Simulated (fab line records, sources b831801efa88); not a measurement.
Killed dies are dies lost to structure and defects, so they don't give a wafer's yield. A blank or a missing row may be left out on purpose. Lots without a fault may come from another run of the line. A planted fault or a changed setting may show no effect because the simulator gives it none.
fab line records | flow sfq_line
record lots=6 wafers=18 last_day=96
route steps=325 shown INCOMING@1 L0@3
lots that met no fault: from a run of the same line without faults
start_h: hours from the record's first day to the start of the lot's first wafer shown | wait_h: hours since the lot's step before | " the same as in the row above | L1.1+2: a row that stands for several wafers | - no value, or no start given | * or withheld: withheld | < > ~ a bound
route shown NAME@n: a module of which the file shows steps, and the number in the route of the first | usual: mean/standard deviation of fault-free wafers | same: alike in all rows | chamber/n: place in a boat | sites: the reading at each site | _std_site: their standard deviation | _edge_site: outer sites' mean less inner sites' | radius_mm: how far each site lies from the wafer's centre | mask NAME#n: copy n | behind: the tool/chamber that last shaped the wafer | hold: why the lot was held/for how many hours/how that ended | device: the transistor (n, p or np) that didn't switch | end of line: the same wafers' tests at the end of the route | a step without rows: its recipe alone | killed: dies lost to structure and defects at the first sort, not the wafer's yield | map: a wafer's dies, x killed, . not, _ none there
set.NAME: the setting as run; set.NAME@STEP: as run at that earlier step | model.NAME: the simulator's own value behind a step, which no gauge read
lots at some steps of the route; a table a step, a row a wafer
services: from which hour (start_h, from the record's first day; less than 0 if before it) a tool's chamber was out of use, for how many hours, and why
## steps
# step SFQ_INCOMING_BOW_MEAS_900
# recipe mode=bow
# usual INCOMING_BOW=0/7
# columns lot.wafer tool chamber start_h wait_h INCOMING_BOW[um]
L334.2 film_metro-04 - 30.02 - -7
L334.5 " - " " 2
L334.6 " - " " -5
L335.2 film_metro-03 - 35.02 - -10
L335.3 " - " " -6
L335.5 " - " " -4
L341.2 film_metro-04 - 65.02 - -2
L341.5 " - " " -1
L341.6 " - " " -3
L343.3 film_metro-04 - 75.04 - 6
L343.5 " - " " 2
L343.6 " - " " -2
L349.2 film_metro-03 - 105.02 - 8
L349.4 " - " " -4
L349.5 " - " " -2
L352.1 film_metro-03 - 120.00 - 3
L352.2 " - " " -5
L352.3 " - " " 3
# step SFQ_TRILAYER_INCOMING_OXIDATION_002
# recipe temp_c=1000 ambient=H2O target_thk_a=5000 p_h2o_torr=720 ox_time_s=4939
# usual spike_tc_bottom_C=1018/3.9 spike_tc_centre_C=1001.4/1.1 spike_tc_lower_C=1001.0/1 spike_tc_top_C=1016.3/2.9 spike_tc_upper_C=1001.1/0.99 tube_center_temp_C=1000/0.088 tube_center_temp_C_max=1002.6/0.43 zone_power_bottom_pct=31.5/1.3 zone_power_centre_pct=23.8/0.55 zone_power_lower_pct=22.5/0.36 zone_power_upper_pct=22.3/0.87
# columns lot.wafer tool chamber start_h wait_h spike_tc_bottom_C spike_tc_centre_C spike_tc_lower_C spike_tc_top_C spike_tc_upper_C tube_center_temp_C tube_center_temp_C_max zone_power_bottom_pct zone_power_centre_pct zone_power_lower_pct zone_power_upper_pct model.SiO2_of_TRILAYER_INCOMING_OXIDATION_002.thk_nm
L334.2 furnace-01 0 30.12 0.1 1021 999.3 1003.0 1017.1 1000.8 1000.1 1002.9 30.7 24.3 22.5 21.2 502
L334.5 " 0 " " 1023 1002.0 1001.6 1019.8 1002.2 999.98 1002.5 30.2 24.6 22.8 21.8 491.9
L334.6 " 0 " " 1021 1002.0 1000.5 1017.8 1001.0 999.94 1003.2 30.3 24.4 22.6 21.5 489.8
L335.2 furnace-02 0 35.12 0.1 1013 1000.9 1001.5 1013.6 1002.2 1000 1002.3 32.5 23.5 22.0 23.2 491.6
L335.3 " 0 " " 1015 1000.3 999.8 1013.7 1000.5 1000 1002.8 33.1 22.8 22.6 22.9 495.4
L335.5 " 0 " " 1014 1000.7 1001.0 1012.7 1001.1 999.97 1002.2 32.2 23.5 22.4 23.1 497.3
L341.2 furnace-02 0 65.12 0.1 1065 1052.7 1054.0 1063.9 1051.4 1052.1 1054.4 36.5 26.1 25.6 25.8 677.1
L341.5 " 0 " " 1067 1053.2 1053.7 1065.8 1052.4 1052 1055.1 37.4 26.9 25.3 26.3 669
L341.6 " 0 " " 1065 1051.2 1052.9 1063.1 1052.2 1052 1054.6 37.6 26.3 25.3 26.4 672.4
L343.3 furnace-02 0 75.12 0.1 1066 1056.6 1052.1 1064.6 1055.1 1052.1 1054.5 36.9 26.5 24.7 26.6 672.1
L343.5 " 0 " " 1068 1053.2 1051.7 1064.8 1053.8 1052.2 1054.6 36.8 26.1 25.5 26.4 664.8
L343.6 " 0 " " 1065 1052.8 1054.2 1064.9 1054.2 1052 1054.4 36.8 26.5 25.2 26.1 670.5
L349.2 furnace-01 0 105.12 0.1 1023 1002.6 1000.5 1017.8 1000.2 999.91 1003.5 30.6 24.5 22.6 21.5 493.7
L349.4 " 0 " " 1022 1001.8 1002.3 1018.6 999.7 1000 1002.9 30.3 24.4 22.8 21.4 484.4
L349.5 " 0 " " 1022 1001.5 1001.9 1019.1 1002.5 1000.1 1002.2 30.2 24.5 22.8 21.5 491.8
L352.1 furnace-01 0 120.12 0.1 1022 1000.7 1000.7 1016.9 999.6 1000 1002.3 30.3 24.5 22.8 21.6 499.7
L352.2 " 0 " " 1024 1002.9 1001.9 1017.3 1002.3 1000.1 1001.9 30.3 24.6 22.9 22.0 505.8
L352.3 " 0 " " 1022 1001.6 1002.0 1021.1 1000.4 1000.1 1003.4 30.4 24.4 23.0 21.6 503.5
# step SFQ_TRILAYER_L0_DEP_SPUTTER_003
# recipe material=MoNx_KI base_pressure_pa=1.33e-06 target_thk_nm=40 power_w=800 time_s=100 chamber_pressure_pa=0.4
# usual chamber_pressure_pa=0.4000/0.00079 throttle_valve_pct=29.7/0.88
# same time_s=100
# columns lot.wafer tool chamber start_h wait_h chamber_pressure_pa throttle_valve_pct
L334.2 pvd_sputter-03 - 32.49 0.0 0.3997 30.0
L334.5 " - " " 0.4002 29.5
L334.6 " - " " 0.3983 30.2
L335.2 pvd_sputter-04 - 37.49 0.0 0.3969 30.5
L335.3 " - " " 0.3984 30.5
L335.5 " - " " 0.4003 28.7
L341.2 pvd_sputter-06 - 67.49 0.0 0.4008 28.4
L341.5 " - " " 0.3990 28.6
L341.6 " - " " 0.4007 31.9
L343.3 pvd_sputter-03 - 77.49 0.0 0.3995 30.4
L343.5 " - " " 0.4008 30.3
L343.6 " - " " 0.3998 29.5
L349.2 pvd_sputter-06 - 107.49 0.0 0.3998 32.2
L349.4 " - " " 0.4010 29.5
L349.5 " - " " 0.4010 29.6
L352.1 pvd_sputter-03 - 122.49 0.0 0.3995 29.2
L352.2 " - " " 0.4005 30.3
L352.3 " - " " 0.4003 30.0
## services
# columns tool chamber start_h hours kind
furnace-02 - 7.72 3.4 pm
pvd_sputter-06 - 16.82 1.7 repair
furnace-02 - 20.47 4.0 pm
furnace-01 - 24.42 3.4 pm
furnace-02 - 87.49 8.9 pm
pvd_sputter-04 - 88.47 91.2 repair
furnace-02 - 117.92 4.6 pm
## key
first_sign step=SFQ_TRILAYER_INCOMING_OXIDATION_002 reading=tube_center_temp_C direction=up sigmas=99+ usual=* struck=*
effect step=SFQ_TRILAYER_INCOMING_OXIDATION_002 reading=tube_center_temp_C_max direction=up sigmas=99+ usual=* struck=*
model_effect step=SFQ_TRILAYER_INCOMING_OXIDATION_002 value=SiO2_of_TRILAYER_INCOMING_OXIDATION_002.thk_nm without=500.5 struck=671
met_at SFQ_TRILAYER_INCOMING_OXIDATION_002
struck_wafers L341.2,L341.5,L341.6,L343.3,L343.5,L343.6
onset_between 35.12 65.12
fault kind=process_parameter_drift tool=furnace-02 chamber=- onset_h=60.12 steps=SFQ_TRILAYER_INCOMING_OXIDATION_002 channel=temp_c offset=* shape=step end_h=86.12 stated=*
